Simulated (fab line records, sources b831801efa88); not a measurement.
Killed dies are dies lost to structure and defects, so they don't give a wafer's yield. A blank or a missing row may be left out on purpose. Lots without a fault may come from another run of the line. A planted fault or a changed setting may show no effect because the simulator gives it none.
Which tool did it? | flow gf180mcu | 13 lots, 39 wafers sampled, at 4 steps of a route of 602

WHAT THE GAUGES READ, wafer by wafer
GF_HV_LDD_CD_MEAS_46: target cd 400 nm. Usual: cd_nm 400.3 nm, standard deviation 2.4.
lot  | measured     | on        | cd_nm (nm)        | flag
L102 | day 12 09:02 | cd_sem-02 | 404.7 405.1 403.7 |
L103 | day 12 19:05 | cd_sem-01 | 399.7 399.2 401.1 |
L107 | day 14 00:59 | cd_sem-02 | 403.5 405.2 404.6 |
L112 | day 15 21:37 | cd_sem-02 | 399.1 400.3 400.4 |
L116 | day 17 07:07 | cd_sem-01 | 400.0 397.7 398.5 |
L117 | day 17 12:32 | cd_sem-02 | 399.8 400.6 400.2 |
L118 | day 17 16:53 | cd_sem-01 | 402.5 402.3 403.7 |
L119 | day 18 05:49 | cd_sem-01 | 400.4 399.5 398.5 |
L120 | day 18 08:41 | cd_sem-02 | 404.4 401.4 403.6 |
L121 | day 18 21:07 | cd_sem-02 | 398.5 399.2 396.9 |
L122 | day 19 12:08 | cd_sem-01 | 397.1 397.2 398.4 |
L123 | day 19 12:34 | cd_sem-02 | 397.9 397.6 398.8 |
L124 | day 19 22:45 | cd_sem-01 | 399.2 395.7 400.3 |

GF_NSD_OVL_MEAS_08. Usual: NSD_OVL 0.7 nm, standard deviation 1.2.
lot  | measured     | on         | NSD_OVL (nm)   | flag
L102 | day 13 12:32 | overlay-01 | -0.3 -0.7 1.4  |
L103 | day 13 18:40 | overlay-01 | -0.9 1.0 0.2   |
L107 | day 15 01:35 | overlay-02 | 2.0 0.5 2.8    |
L112 | day 16 23:38 | overlay-01 | 0.8 2.1        |
L116 | day 18 10:56 | overlay-02 | 1.9 0.2 2.5    |
L117 | day 18 16:43 | overlay-02 | 0.6 1.9 2.3    |
L118 | day 18 20:16 | overlay-02 | 1.9 1.8 2.0    |
L119 | day 19 08:56 | overlay-02 | 2.1 0.3 1.1    |
L120 | day 19 11:57 | overlay-01 | 0.7 1.1 2.1    |
L121 | day 20 00:14 | overlay-01 | 1.7 2.6 1.3    |
L122 | day 20 15:24 | overlay-01 | 0.3 -1.7 -0.7  |
L123 | day 20 15:56 | overlay-02 | 0.4 1.7 1.5    |
L124 | day 21 03:04 | overlay-02 | -1.9 -0.1 -0.2 |

WHICH TOOL RAN EACH LOT (tool, then ch and the chambers of the sampled wafers, then the start)
lot  | GF_HV_LDD_RTA_52                 | GF_HV_LDD_ETCHBACK_58
L102 | rtp_anneal-01 ch 0, day 12 09:32 | rie_diel-01 ch 1,2, day 12 16:22
L103 | rtp_anneal-02 ch 0, day 12 19:37 | rie_diel-04 ch 0,2, day 12 22:22
L107 | rtp_anneal-01 ch 0, day 14 01:29 | rie_diel-04 ch 1,2, day 14 04:46
L112 | rtp_anneal-01 ch 0, day 15 22:08 | rie_diel-01 ch 0,2,3, day 16 01:24
L116 | rtp_anneal-02 ch 0, day 17 07:38 | rie_diel-03 ch 0,3, day 17 11:38
L117 | rtp_anneal-01 ch 0, day 17 13:12 | rie_diel-03 ch 0,1, day 17 17:09
L118 | rtp_anneal-02 ch 0, day 17 17:23 | rie_diel-03 ch 0,1,3, day 17 21:01
L119 | rtp_anneal-01 ch 0, day 18 06:20 | rie_diel-04 ch 0,1,3, day 18 09:06
L120 | rtp_anneal-01 ch 0, day 18 09:14 | rie_diel-03 ch 2,3, day 18 12:02
L121 | rtp_anneal-01 ch 0, day 18 21:38 | rie_diel-01 ch 0,2,3, day 19 00:24
L122 | rtp_anneal-02 ch 0, day 19 12:39 | rie_diel-03 ch 0,2, day 19 15:24
L123 | rtp_anneal-01 ch 0, day 19 13:05 | rie_diel-04 ch 0,2, day 19 15:50
L124 | rtp_anneal-01 ch 0, day 19 23:15 | rie_diel-03 ch 0,2,3, day 20 02:42
- GF_HV_LDD_RTA_52: time 10 s.
- GF_HV_LDD_ETCHBACK_58: etches Si3N4 in CH3F/O2, stops on SiO2, time 100 s, target depth 90 nm.

WHAT THE TOOLS THEMSELVES READ (means of the sampled wafers that have a number; where no wafer has one, the mark that the record gives instead)
GF_HV_LDD_RTA_52. Usual: lamp_power_pct 28.4 %, standard deviation 1; wafer_temp_C_max 1004.7, standard deviation 0.91.
lot  | tool          | lamp_power_pct (%) | wafer_temp_C_max | flag
L102 | rtp_anneal-01 | 27.5               | 1004.7           |
L103 | rtp_anneal-02 | 29.7               | 1004.1           |
L107 | rtp_anneal-01 | 27.5               | 1003.1           |
L112 | rtp_anneal-01 | 27.5               | 1004.5           |
L116 | rtp_anneal-02 | 29.6               | 1004.8           |
L117 | rtp_anneal-01 | 27.5               | 1005.2           |
L118 | rtp_anneal-02 | 29.6               | 1003.8           |
L119 | rtp_anneal-01 | 27.5               | 1005.4           |
L120 | rtp_anneal-01 | 27.5               | 1004.4           |
L121 | rtp_anneal-01 | 27.5               | 1006.0           |
L122 | rtp_anneal-02 | 29.6               | 1005.2           |
L123 | rtp_anneal-01 | 27.5               | 1006.4           |
L124 | rtp_anneal-01 | 27.5               | 1004.9           |

GF_HV_LDD_ETCHBACK_58. Usual: drypump_motor_current_A 5.7 A, standard deviation 0.66; oes_product_au 0.841 a.u., standard deviation 0.0057; run_length_s 128.4 s, standard deviation 0.43; throttle_valve_pct 10.562 %, standard deviation 0.0086.
lot  | tool        | drypump_motor_current_A (A) | oes_product_au (a.u.) | run_length_s (s) | throttle_valve_pct (%) | flag
L102 | rie_diel-01 | 5.6                         | 0.846                 | 128.4            | 10.562                 |
L103 | rie_diel-04 | 5.5                         | 0.842                 | 128.3            | 10.549                 |
L107 | rie_diel-04 | 6.0                         | 0.840                 | 128.4            | 10.559                 |
L112 | rie_diel-01 | 5.4                         | 0.894                 | 119.5            | 10.576                 | OFF
L116 | rie_diel-03 | 6.1                         | 0.839                 | 128.4            | 10.550                 |
L117 | rie_diel-03 | 5.1                         | 0.845                 | 128.3            | 10.568                 |
L118 | rie_diel-03 | 5.6                         | 0.850                 | 128.4            | 10.560                 |
L119 | rie_diel-04 | 6.0                         | 0.848                 | 128.3            | 10.563                 |
L120 | rie_diel-03 | 6.5                         | 0.842                 | 128.9            | 10.561                 |
L121 | rie_diel-01 | 5.4                         | 0.840                 | 128.3            | 10.562                 |
L122 | rie_diel-03 | 6.1                         | 0.843                 | 129.0            | 10.572                 |
L123 | rie_diel-04 | 5.7                         | 0.845                 | 127.9            | 10.561                 |
L124 | rie_diel-03 | 6.1                         | 0.842                 | 128.4            | 10.560                 |

THE ANSWER, worked out from the rows above alone
Rule: a lot is off if the mean of its wafers that have a number lies more than 3 standard deviations from the usual mean. A lot without any number at a reading at which 4 lots or more have one is off too. The other lots that the step has rows for count as sound. The gauges are gone through in route order, then the tools' own readings, and for those a lot's mean is taken as printed above. The first step at which some lot is off is used, and at that step the reading that is off furthest; a lot without a number counts as furthest.
Off: L112, at GF_HV_LDD_ETCHBACK_58 (run_length_s).
A tool fits if, at that step or a process step before it, it ran every lot that is off, and no sound lot after the first of them. None of those tried fits.

WHAT THE SIMULATOR HAD PUT IN
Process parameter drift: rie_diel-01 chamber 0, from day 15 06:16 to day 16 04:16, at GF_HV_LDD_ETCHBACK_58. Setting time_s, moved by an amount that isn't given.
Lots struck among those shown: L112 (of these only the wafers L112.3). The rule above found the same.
